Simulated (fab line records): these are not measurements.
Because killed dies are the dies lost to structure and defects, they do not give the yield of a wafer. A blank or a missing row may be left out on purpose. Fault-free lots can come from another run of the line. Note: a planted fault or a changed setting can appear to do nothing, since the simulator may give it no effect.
2 desks looking at one fault ; flow gf180mcu ; numbers are kept per desk, each desk with only its own; the story behind them comes last

## AT THE METROLOGY DESK
Lot by lot, what the gauges showed, no matter which tool ran the lot: averages of those sampled wafers that carry a number. If a lot's mean is further than 4 standard deviations from the usual mean, the lot is out of limits and carries the mark OUT (the distance appears in the brackets).
Columns: A = M3_ALCU_RS at GF_M3_RS_MEAS_05, usual 0.0697 ohm/sq; B = V3_BOW at GF_V3_BOW_MEAS_05, usual 118 um
lot;first seen here;A;B
L583;day 20 13:17;0.0690;101
L584;day 21 06:12;0.0689;120
L585;day 21 09:54;0.0702;118
L587;day 22 07:36;0.0706;117
L590;day 23 14:25;0.0697;132
L598;day 26 00:36;0.0699;108
L600;day 26 12:14;0.0702;129
L601;day 27 03:53;0.0711;115
L602;day 27 06:24;0.0695;118
L603;day 27 13:14;0.0698;124
L605;day 28 08:25;0.0694;117
This desk found nothing out of limits on any of the 11 lots.

## THE TOOL OWNER'S DESK: cmp-02
The tool's own readings at GF_V3_CMP_04 (polishes SiO2): means of the sampled wafers that have a number, for each lot that ran on this tool. If a lot's mean is further than 4 standard deviations from the usual mean, the lot is out of limits and carries the mark OUT (the distance appears in the brackets).
Columns: A = edge zone pressure frac at GF_V3_CMP_04, usual 1.000; B = motor current A at GF_V3_CMP_04, usual 12.3 A; C = time to endpoint s at GF_V3_CMP_04, usual 83 s
lot;first seen here;A;B;C
L584;day 22 07:12;1.006;14.2;78
L587;day 23 07:46;1.000;13.2;74
L590;day 24 13:41;0.995;13.0;92
L602;day 28 04:02;0.996;13.5;82
L603;day 28 09:40;0.997;14.7;84
L605;day 29 05:04;1.000;13.5;85
This desk found nothing out of limits on any of the 6 lots.

## TAKEN TOGETHER
Metrology desk: nothing out of limits seen.
The tool owner's desk saw nothing out of limits.

## WHAT THE SIMULATOR HAD INSERTED
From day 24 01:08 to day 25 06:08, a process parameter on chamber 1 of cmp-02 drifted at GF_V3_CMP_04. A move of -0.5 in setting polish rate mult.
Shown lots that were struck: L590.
